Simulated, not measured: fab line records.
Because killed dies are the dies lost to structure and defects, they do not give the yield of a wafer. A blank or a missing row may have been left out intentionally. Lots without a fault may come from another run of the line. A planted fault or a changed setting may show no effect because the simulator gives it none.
A struck lot beside a sound one -- flow gf180mcu -- 30 steps out of a route of 602
Sound: wafers L754.1, L754.2, L754.3. Wafers L749.1, L749.3, L749.6 were the ones struck. The cause is named last.
Per side, at each step with rows, come the tool, then ch with its chambers, and then its first start. Under that, the readings that differ: sound wafers -- struck wafers -- difference of the means -- sigmas: that difference in standard deviations of wafers without a fault.
alike: same words and numbers on both sides, and readings whose means sit less than 2 such deviations apart. not compared: any withheld reading, any reading some wafer has no value for, any bound like >300 that may hide the same value, and any number with overlapping values for which the record gives no deviation.
Wherever a step has rows on one side only, a row that says differs or no value, or a row with sigmas, the two part there. Numbers that don't overlap but have no deviation are shown without sigmas and don't part them. A reading that every wafer of one side lacks parts them only if that side has two wafers or more.

first, 3 steps without rows for these wafers: GF_PSD_EXPOSE_04 (exposes mask Pplus, target cd 400 nm); GF_PSD_PEB_05; GF_PSD_DEVELOP_06 (develop time 60 s).
GF_PSD_CD_MEAS_07 targets a cd of 400 nm.
  sound on cd_sem-02 at day 21 05:35; struck on cd_sem-01 at day 19 11:20
  alike: cd_nm
GF_PSD_OVL_MEAS_08:
  sound on overlay-01 at day 21 05:42; struck on overlay-02 at day 19 11:27
reading,sound,struck,difference,sigmas
PSD_OVL (nm),1.2 1.4 0.0,-3.2 -1.1 -0.9,-2.6,-2
next, for these wafers, 1 step has no rows: GF_PSD_IMPLANT_09.
GF_PSD_STRIP_10: strips in O2/N2.
  sound on plasma_asher-04 ch 0,1, day 21 05:53; struck on plasma_asher-04 ch 1, day 19 11:38
  alike: drypump_motor_current_A, heater_power_w, oes_product_au, strip_time_to_endpoint_s
  not compared: rf_hours_counter_h
GF_PSD_TW_MEAS_11:
  sound on film_metro-02 at day 21 05:59; struck on film_metro-04 at day 19 11:44
  alike: PSD_TW
then, 1 step without rows for these wafers: GF_PSD_CLEAN_12 (cleans in SC1/SC2, time 150 s).
GF_PSD_RTA_13: time 20 s.
  sound on rtp_anneal-01 ch 0, day 21 06:05; struck on rtp_anneal-02 ch 0, day 19 11:50
  alike: lamp_power_pct, wafer_temp_C_max
GF_PSD_RS_MEAS_14: measurement is done with a four-point probe.
  sound on film_metro-02 at day 21 06:10; struck on film_metro-04 at day 19 11:56
reading,sound,struck,difference,sigmas
NSD_RS (ohm/sq),45.98 46.06 46.04,46.27 46.15 46.28,+0.21,+3
GF_PSD_RS_MEAS_15: measurement is done with a four-point probe.
  sound on film_metro-02 at day 21 06:17; struck on film_metro-04 at day 19 12:03
  alike: PSD_RS
GF_SAB_CVD_00: deposits SiO2 from TEOS, target thk 50 nm, time 4.9302 s.
  sound on pecvd-02 ch 0,1,2, day 21 06:25; struck on pecvd-04 ch 0,1, day 19 12:10
reading,sound,struck,difference,sigmas
model.SiO2_of_SAB_CVD_00.thk_nm (nm),49.04 48.48 49.25,36.38 36.11 36.15,-12.71,
  alike: heater_power_w
GF_SAB_THK_MEAS_01:
  sound on film_metro-04 at day 21 06:26; struck on film_metro-02 at day 19 12:11
reading,sound,struck,difference,sigmas
SAB_CVD_00_THK (nm),49.0 48.4 49.2,36.4 36.1 36.2,-12.6,-17
then, 7 steps without rows for these wafers: GF_SAB_DEHYDRATE_02 (time 60 s); GF_SAB_HMDS_03 (prime time 60 s); GF_SAB_COAT_04 (resist thk 1000 nm); GF_SAB_SOFTBAKE_05 (time 60 s); GF_SAB_EXPOSE_06 (exposes mask SAB, target cd 420 nm); GF_SAB_PEB_07; GF_SAB_DEVELOP_08 (develop time 60 s).
GF_SAB_CD_MEAS_09 targets a cd of 420 nm.
  sound on cd_sem-02 at day 22 05:49; struck on cd_sem-01 at day 20 11:58
  alike: cd_nm
GF_SAB_OVL_MEAS_10:
  sound on overlay-01 at day 22 05:56; struck on overlay-01 at day 20 12:05
  alike: SAB_OVL
GF_SAB_ETCH_11: etches SiO2 in C4F8/O2/Ar, target depth 55 nm, time 8.5 s.
  sound on rie_diel-04 ch 0,1,3, day 22 05:58; struck on rie_diel-02 ch 1,3, day 20 12:07
  alike: oes_product_au
  not compared: rf_hours_counter_h
then, 1 step without rows for these wafers: GF_SAB_WET_ETCH_12 (etches SiO2 in dHF, target depth 22 nm, time 440 s).
GF_SAB_STRIP_13: strips in O2/N2.
  sound on plasma_asher-01 ch 0,1, day 22 06:07; struck on plasma_asher-02 ch 0,1, day 20 12:17
  alike: drypump_motor_current_A, heater_power_w, oes_product_au, strip_time_to_endpoint_s
  not compared: rf_hours_counter_h
then, 1 step without rows for these wafers: GF_SALICIDE_CLEAN_00 (cleans in SC1/SC2, time 150 s).
GF_SALICIDE_WET_ETCH_01: etches SiO2 in dHF, target depth 5 nm, time 100 s.
  sound on wet_bench-04 ch 0, day 22 06:16; struck on wet_bench-01 ch 2, day 20 12:26
reading,sound,struck,difference,sigmas
model.SiO2_of_SAB_CVD_00.thk_nm (nm),38.37 37.75 38.52,25.89 25.52 25.65,-12.53,
GF_SALICIDE_SPUTTER_02: material Co, target thk 10 nm, time 20 s.
  sound on pvd_sputter-02 at day 22 06:18; struck on pvd_sputter-01 at day 20 12:28
  alike: throttle_valve_pct
GF_PASSIVATION_PROBE_99:
  sound wafers here have rows in the record (prober-02, day 34 08:59); struck ones have none

## WHERE THEY PART
Earliest at GF_PSD_OVL_MEAS_08; latest, in this record, at GF_PASSIVATION_PROBE_99.

WHY: what had been put in by the simulator
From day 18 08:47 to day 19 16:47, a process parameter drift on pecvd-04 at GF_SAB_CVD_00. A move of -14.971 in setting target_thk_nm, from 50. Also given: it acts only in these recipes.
